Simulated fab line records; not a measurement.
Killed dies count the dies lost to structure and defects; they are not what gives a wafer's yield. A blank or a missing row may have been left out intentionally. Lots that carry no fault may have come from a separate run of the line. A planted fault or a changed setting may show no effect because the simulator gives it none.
Which of the tools did it? / flow sky130 / 39 wafers from 13 lots sampled at 5 of the route's 708 steps

## WHAT THE GAUGES SHOWED, per wafer
SKY_GATE_OXIDE_OVL_MEAS_10.
lot=L336; measured=day 14 00:57; on=overlay-01; GATE_OXIDE_OVL (nm)=2.2 0.4 2.5
lot=L337; measured=day 14 12:48; on=overlay-02; GATE_OXIDE_OVL (nm)=2.6 1.2 1.5
lot=L339; measured=day 15 06:50; on=overlay-01; GATE_OXIDE_OVL (nm)=1.4 1.5 0.7
lot=L340; measured=day 15 12:52; on=overlay-01; GATE_OXIDE_OVL (nm)=1.4 -0.7 1.8
lot=L343; measured=day 16 19:19; on=overlay-01; GATE_OXIDE_OVL (nm)=0.7 0.5 2.0
lot=L345; measured=day 17 00:41; on=overlay-01; GATE_OXIDE_OVL (nm)=0.9 1.3 1.2
lot=L344; measured=day 17 00:59; on=overlay-02; GATE_OXIDE_OVL (nm)=1.8 -0.3 0.2
lot=L347; measured=day 18 05:20; on=overlay-01; GATE_OXIDE_OVL (nm)=2.0 -0.6 0.2
lot=L350; measured=day 19 02:36; on=overlay-02; GATE_OXIDE_OVL (nm)=-1.2 -0.7 -0.5
lot=L351; measured=day 19 11:20; on=overlay-02; GATE_OXIDE_OVL (nm)=2.3 0.9 0.3
lot=L352; measured=day 19 16:55; on=overlay-02; GATE_OXIDE_OVL (nm)=0.4 0.3 -1.5
lot=L355; measured=day 20 20:49; on=overlay-01; GATE_OXIDE_OVL (nm)=4.2 2.4 2.7
lot=L357; measured=day 21 12:27; on=overlay-01; GATE_OXIDE_OVL (nm)=3.7 0.6 2.5

SKY_POLY_GATE_THK_MEAS_21.
lot=L336; measured=day 16 17:24; on=film metro-01; POLY_GATE_OXIDATION_THK (nm)=3.89 3.93 4.03
lot=L337; measured=day 17 06:59; on=film metro-01; POLY_GATE_OXIDATION_THK (nm)=3.94 3.86 3.92
lot=L339; measured=day 17 22:58; on=film metro-02; POLY_GATE_OXIDATION_THK (nm)=3.99 3.95 4.08
lot=L340; measured=day 18 05:14; on=film metro-01; POLY_GATE_OXIDATION_THK (nm)=4.01 4.01 4.03
lot=L343; measured=day 19 16:14; on=film metro-03; POLY_GATE_OXIDATION_THK (nm)=4.08 4.10 4.02
lot=L345; measured=day 19 21:43; on=film metro-01; POLY_GATE_OXIDATION_THK (nm)=3.98 4.04 4.08
lot=L344; measured=day 19 21:25; on=film metro-01; POLY_GATE_OXIDATION_THK (nm)=4.02 3.99 4.02
lot=L347; measured=day 21 01:40; on=film metro-03; POLY_GATE_OXIDATION_THK (nm)=3.94 3.87 3.91
lot=L350; measured=day 21 23:57; on=film metro-02; POLY_GATE_OXIDATION_THK (nm)=4.07 4.03 3.96
lot=L351; measured=day 22 07:23; on=film metro-02; POLY_GATE_OXIDATION_THK (nm)=3.83 3.86 3.89
lot=L352; measured=day 22 12:41; on=film metro-01; POLY_GATE_OXIDATION_THK (nm)=4.10 4.06 4.08
lot=L355; measured=day 23 18:25; on=film metro-02; POLY_GATE_OXIDATION_THK (nm)=4.07 4.07 4.13
lot=L357; measured=day 24 08:55; on=film metro-03; POLY_GATE_OXIDATION_THK (nm)=4.01 4.03 3.98

SKY_SD_P_CD_MEAS_07: target cd 380 nm.
lot=L336; measured=day 25 17:44; on=cd sem-01; cd nm (nm)=378.1 379.5 377.7
lot=L337; measured=day 26 05:26; on=cd sem-01; cd nm (nm)=382.6 382.4 381.2
lot=L339; measured=day 26 19:26; on=cd sem-01; cd nm (nm)=378.9 379.5 378.4
lot=L340; measured=day 27 03:10; on=cd sem-01; cd nm (nm)=383.5 382.4 381.1
lot=L343; measured=day 28 18:11; on=cd sem-02; cd nm (nm)=379.9 380.6 376.9
lot=L345; measured=day 28 19:20; on=cd sem-02; cd nm (nm)=381.5 380.4 382.6
lot=L344; measured=day 28 18:28; on=cd sem-01; cd nm (nm)=379.3 381.1 379.5
lot=L347; measured=day 29 17:45; on=cd sem-01; cd nm (nm)=374.9 373.1 375.2
lot=L350; measured=day 30 20:20; on=cd sem-01; cd nm (nm)=380.0 380.1 377.5
lot=L351; measured=day 30 20:58; on=cd sem-02; cd nm (nm)=383.3 381.3 381.3
lot=L352; measured=day 31 01:09; on=cd sem-01; cd nm (nm)=381.7 379.5 380.5
lot=L355; measured=day 32 06:26; on=cd sem-02; cd nm (nm)=382.6 382.9 383.1
lot=L357; measured=day 32 16:49; on=cd sem-02; cd nm (nm)=380.6 379.2 379.6

SKY_SD_P_OVL_MEAS_08.
lot=L336; measured=day 25 17:50; on=overlay-01; SD_P_OVL (nm)=1.8 0.1 2.8
lot=L337; measured=day 26 05:32; on=overlay-02; SD_P_OVL (nm)=-2.2 -2.6 0.0
lot=L339; measured=day 26 19:34; on=overlay-02; SD_P_OVL (nm)=0.4 1.3 1.6
lot=L340; measured=day 27 03:15; on=overlay-01; SD_P_OVL (nm)=-0.2 0.6 0.5
lot=L343; measured=day 28 18:17; on=overlay-01; SD_P_OVL (nm)=0.9 -0.5 -0.1
lot=L345; measured=day 28 19:26; on=overlay-01; SD_P_OVL (nm)=0.1 -1.6 -0.3
lot=L344; measured=day 28 18:32; on=overlay-02; SD_P_OVL (nm)=1.8 0.5 -0.1
lot=L347; measured=day 29 17:52; on=overlay-01; SD_P_OVL (nm)=-0.8 0.7 -2.3
lot=L350; measured=day 30 20:26; on=overlay-02; SD_P_OVL (nm)=2.1 0.5 1.9
lot=L351; measured=day 30 21:05; on=overlay-01; SD_P_OVL (nm)=55.7 57.2 53.8
lot=L352; measured=day 31 01:14; on=overlay-01; SD_P_OVL (nm)=54.6 53.1 54.4
lot=L355; measured=day 32 06:32; on=overlay-01; SD_P_OVL (nm)=-0.1 -0.6 0.1
lot=L357; measured=day 32 16:55; on=overlay-02; SD_P_OVL (nm)=-1.8 -2.0 -2.8

## EACH LOT AND THE TOOL THAT RAN IT (in order: tool; ch and the chambers of the sampled wafers; start)
lot=L336; SKY_SD_P_EXPOSE_04=iline stepper-01 ch 0, day 25 03:37
lot=L337; SKY_SD_P_EXPOSE_04=iline stepper-02 ch 0, day 25 15:04
lot=L339; SKY_SD_P_EXPOSE_04=iline stepper-01 ch 0, day 26 06:36
lot=L340; SKY_SD_P_EXPOSE_04=iline stepper-02 ch 0, day 26 12:59
lot=L343; SKY_SD_P_EXPOSE_04=iline stepper-02 ch 0, day 28 04:47
lot=L345; SKY_SD_P_EXPOSE_04=iline stepper-01 ch 0, day 28 05:40
lot=L344; SKY_SD_P_EXPOSE_04=iline stepper-02 ch 0, day 28 05:03
lot=L347; SKY_SD_P_EXPOSE_04=iline stepper-01 ch 0, day 29 04:23
lot=L350; SKY_SD_P_EXPOSE_04=iline stepper-02 ch 0, day 30 07:07
lot=L351; SKY_SD_P_EXPOSE_04=iline stepper-01 ch 0, day 30 07:31
lot=L352; SKY_SD_P_EXPOSE_04=iline stepper-01 ch 0, day 30 11:45
lot=L355; SKY_SD_P_EXPOSE_04=iline stepper-02 ch 0, day 31 17:37
lot=L357; SKY_SD_P_EXPOSE_04=iline stepper-02 ch 0, day 32 03:25
- SKY_SD_P_EXPOSE_04: exposes mask PSDM, target cd 380 nm.

## WHAT THE TOOLS THEMSELVES READ (means of the sampled wafers that have a number; where no wafer has one, the mark that the record gives instead)
SKY_SD_P_EXPOSE_04.
lot=L336; tool=iline stepper-01; reticle temp C (C)=22.89
lot=L337; tool=iline stepper-02; reticle temp C (C)=23.02
lot=L339; tool=iline stepper-01; reticle temp C (C)=23.08
lot=L340; tool=iline stepper-02; reticle temp C (C)=22.98
lot=L343; tool=iline stepper-02; reticle temp C (C)=23.14
lot=L345; tool=iline stepper-01; reticle temp C (C)=23.16
lot=L344; tool=iline stepper-02; reticle temp C (C)=22.93
lot=L347; tool=iline stepper-01; reticle temp C (C)=22.99
lot=L350; tool=iline stepper-02; reticle temp C (C)=23.08
lot=L351; tool=iline stepper-01; reticle temp C (C)=23.00
lot=L352; tool=iline stepper-01; reticle temp C (C)=23.05
lot=L355; tool=iline stepper-02; reticle temp C (C)=22.93
lot=L357; tool=iline stepper-02; reticle temp C (C)=23.06

## THE ANSWER, worked out from the rows above alone
Rule: usual is defined by the lots themselves. The widest of any qualifying gaps counts: lots, ordered by their means at a reading, are off when they make up no more than a third of the lots, leave a main group of 4 or more, and stand apart from it by 3 or more times the standard deviation of that group's means. The tables above print the reading to a certain number of digits; a main group whose means all agree to those digits is not used. Also off: a lot with no number at a reading for which 4 or more lots have one. Where the step has rows for the other lots, those lots are counted as sound. The gauges are gone through in route order, then the tools' own readings, and for those a lot's mean is taken as printed above. At the first step where some lot is off, the reading lying furthest off is the one used; lots without a number count as furthest.
Off: at SKY_SD_P_OVL_MEAS_08 (SD_P_OVL), L351, L352. Mean -0.0 nm and standard deviation 1.2 in the main group.
A tool fits if, at a process step before that reading, it ran every lot that is off, and no sound lot after the first of them. The gauges at SKY_SD_P_OVL_MEAS_08 are tried like those tools. One fits: SKY_SD_P_EXPOSE_04 on iline stepper-01. A fault onset in the window from L347 (day 29 04:23, its last sound lot) to L351 (day 30 07:31, its first lot off) fits.

## WHAT THE SIMULATOR HAD INSERTED
Scanner matching overlay: iline stepper-01, from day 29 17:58 on, at SKY_SD_P_EXPOSE_04. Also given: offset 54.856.
Struck lots among those shown: L351, L352. The rule above found the same.
